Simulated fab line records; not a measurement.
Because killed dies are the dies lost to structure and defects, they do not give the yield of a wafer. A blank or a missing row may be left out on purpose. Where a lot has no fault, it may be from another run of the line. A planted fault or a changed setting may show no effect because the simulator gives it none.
Which tool was responsible? :: flow sky130 :: Sampling: 24 lots, 72 wafers, 2 of 708 route steps

== WHAT THE GAUGES SHOWED, per wafer ==
SKY_CAPM_OVL_MEAS_12.
lot: L074
measured: day 37 03:07
on: overlay-01
CAPM_OVL (nm): 0.0 -0.2 0.2

lot: L075
measured: day 37 17:56
on: overlay-02
CAPM_OVL (nm): -3.4 -2.3 -2.7

lot: L076
measured: day 37 21:29
on: overlay-02
CAPM_OVL (nm): -0.5 -0.6 -1.8

lot: L077
measured: day 38 13:01
on: overlay-01
CAPM_OVL (nm): -2.6 -1.8 -1.9

lot: L078
measured: day 38 18:52
on: overlay-01
CAPM_OVL (nm): -1.2 -1.3 -2.0

lot: L079
measured: day 38 23:09
on: overlay-01
CAPM_OVL (nm): 1.3 2.0 0.0

lot: L080
measured: day 39 00:41
on: overlay-01
CAPM_OVL (nm): -1.2 -2.0 0.0

lot: L081
measured: day 39 10:30
on: overlay-02
CAPM_OVL (nm): 0.2 -0.7 1.1

lot: L082
measured: day 40 03:20
on: overlay-02
CAPM_OVL (nm): -1.4 0.2 -0.9

lot: L083
measured: day 40 04:08
on: overlay-02
CAPM_OVL (nm): -3.5 -2.3 -3.1

lot: L084
measured: day 40 15:48
on: overlay-02
CAPM_OVL (nm): -1.6 -1.4 -0.5

lot: L085
measured: day 40 19:54
on: overlay-01
CAPM_OVL (nm): 1.5 1.8 1.7

lot: L086
measured: day 41 04:58
on: overlay-01
CAPM_OVL (nm): -0.3 -0.8 -3.1

lot: L087
measured: day 41 09:57
on: overlay-02
CAPM_OVL (nm): 1.6 -0.6 -0.7

lot: L088
measured: day 41 14:25
on: overlay-01
CAPM_OVL (nm): -2.6 -2.5 -2.1

lot: L089
measured: day 41 20:05
on: overlay-01
CAPM_OVL (nm): -0.2 0.1 1.8

lot: L090
measured: day 42 10:55
on: overlay-02
CAPM_OVL (nm): -2.9 -2.9 -3.9

lot: L092
measured: day 42 17:20
on: overlay-02
CAPM_OVL (nm): 0.5 0.0 1.3

lot: L091
measured: day 42 20:11
on: overlay-01
CAPM_OVL (nm): 2.7 3.0 3.1

lot: L093
measured: day 42 22:38
on: overlay-02
CAPM_OVL (nm): -2.7 -2.7 -2.3

lot: L094
measured: day 43 10:44
on: overlay-01
CAPM_OVL (nm): -0.4 0.4 0.1

lot: L095
measured: day 43 12:33
on: overlay-02
CAPM_OVL (nm): -0.1 0.7 -0.1

lot: L097
measured: day 43 21:37
on: overlay-01
CAPM_OVL (nm): -1.8 -1.9 -1.4

lot: L096
measured: day 44 02:56
on: overlay-02
CAPM_OVL (nm): -0.7 -0.9 0.2

== TOOL THAT RAN EACH LOT (tool first, then ch and the chambers of the sampled wafers, then the start) ==
lot: L074
SKY_VIA2_ETCH_15: rie-diel-01 ch 0,1, day 35 23:19

lot: L075
SKY_VIA2_ETCH_15: rie-diel-02 ch 1,2, day 36 14:02

lot: L076
SKY_VIA2_ETCH_15: rie-diel-04 ch 1,3, day 36 18:35

lot: L077
SKY_VIA2_ETCH_15: rie-diel-01 ch 2,3, day 37 09:28

lot: L078
SKY_VIA2_ETCH_15: rie-diel-02 ch 0,1,2, day 37 16:28

lot: L079
SKY_VIA2_ETCH_15: rie-diel-04 ch 1,2,3, day 37 20:25

lot: L080
SKY_VIA2_ETCH_15: rie-diel-04 ch 1,2,3, day 37 22:08

lot: L081
SKY_VIA2_ETCH_15: rie-diel-04 ch 2,3, day 38 08:08

lot: L082
SKY_VIA2_ETCH_15: rie-diel-01 ch 1,2, day 39 01:31

lot: L083
SKY_VIA2_ETCH_15: rie-diel-01 ch 0,1,3, day 39 02:02

lot: L084
SKY_VIA2_ETCH_15: rie-diel-01 ch 1,2,3, day 39 14:19

lot: L085
SKY_VIA2_ETCH_15: rie-diel-02 ch 0,1,2, day 39 18:17

lot: L086
SKY_VIA2_ETCH_15: rie-diel-02 ch 0,3, day 40 02:29

lot: L087
SKY_VIA2_ETCH_15: rie-diel-01 ch 2,3, day 40 08:16

lot: L088
SKY_VIA2_ETCH_15: rie-diel-02 ch 0,2,3, day 40 13:02

lot: L089
SKY_VIA2_ETCH_15: rie-diel-02 ch 2,3, day 40 18:32

lot: L090
SKY_VIA2_ETCH_15: rie-diel-02 ch 0,1,3, day 41 09:47

lot: L092
SKY_VIA2_ETCH_15: rie-diel-04 ch 0,2,3, day 41 15:56

lot: L091
SKY_VIA2_ETCH_15: rie-diel-02 ch 0,2,3, day 41 18:50

lot: L093
SKY_VIA2_ETCH_15: rie-diel-04 ch 0,1,3, day 41 21:50

lot: L094
SKY_VIA2_ETCH_15: rie-diel-01 ch 2,3, day 42 09:40

lot: L095
SKY_VIA2_ETCH_15: rie-diel-04 ch 0,3, day 42 11:26

lot: L097
SKY_VIA2_ETCH_15: rie-diel-04 ch 1,2, day 42 20:50

lot: L096
SKY_VIA2_ETCH_15: rie-diel-02 ch 1,3, day 43 02:44
- SKY_VIA2_ETCH_15: etches SiO2 in C4F8/O2/Ar, stops on TiN, target depth 546 nm, time 84 s.

== AS READ BY THE TOOLS THEMSELVES (means over the sampled wafers that have a number; for cases with no such wafer, the mark the record gives instead) ==
SKY_VIA2_ETCH_15.
lot: L074
tool: rie-diel-01
oes-product-au (a.u.): 0.939

lot: L075
tool: rie-diel-02
oes-product-au (a.u.): 0.941

lot: L076
tool: rie-diel-04
oes-product-au (a.u.): 0.939

lot: L077
tool: rie-diel-01
oes-product-au (a.u.): 0.939

lot: L078
tool: rie-diel-02
oes-product-au (a.u.): 0.936

lot: L079
tool: rie-diel-04
oes-product-au (a.u.): 0.940

lot: L080
tool: rie-diel-04
oes-product-au (a.u.): 0.940

lot: L081
tool: rie-diel-04
oes-product-au (a.u.): 0.939

lot: L082
tool: rie-diel-01
oes-product-au (a.u.): 0.941

lot: L083
tool: rie-diel-01
oes-product-au (a.u.): 0.940

lot: L084
tool: rie-diel-01
oes-product-au (a.u.): 0.939

lot: L085
tool: rie-diel-02
oes-product-au (a.u.): 0.940

lot: L086
tool: rie-diel-02
oes-product-au (a.u.): 0.943

lot: L087
tool: rie-diel-01
oes-product-au (a.u.): 0.940

lot: L088
tool: rie-diel-02
oes-product-au (a.u.): 0.940

lot: L089
tool: rie-diel-02
oes-product-au (a.u.): 0.937

lot: L090
tool: rie-diel-02
oes-product-au (a.u.): 0.930

lot: L092
tool: rie-diel-04
oes-product-au (a.u.): 0.943

lot: L091
tool: rie-diel-02
oes-product-au (a.u.): 0.941

lot: L093
tool: rie-diel-04
oes-product-au (a.u.): 0.941

lot: L094
tool: rie-diel-01
oes-product-au (a.u.): 0.936

lot: L095
tool: rie-diel-04
oes-product-au (a.u.): 0.938

lot: L097
tool: rie-diel-04
oes-product-au (a.u.): 0.945

lot: L096
tool: rie-diel-02
oes-product-au (a.u.): 0.944

== THE ANSWER, worked out from the rows above alone ==
Rule: usual is defined by the lots themselves. Put in order of their means at a reading, lots are off if they are a third of the lots or fewer, leave a main group of 4 or more, and stand apart from it by a gap of 3 or more times the standard deviation of the main group's means; of several such gaps the widest counts. The tables above print the reading to a certain number of digits; a main group whose means all agree to those digits is not used. Also off: a lot with no number at a reading for which 4 or more lots have one. The other lots that the step has rows for count as sound. First the gauges in route order, then the tools' own readings, where a lot's mean is used as printed above. At the first step where some lot is off, the reading lying furthest off is the one used; lots without a number count as furthest.
Nothing can be told from this: no lot is off at any reading shown.

== WHAT WAS PUT IN BY THE SIMULATOR ==
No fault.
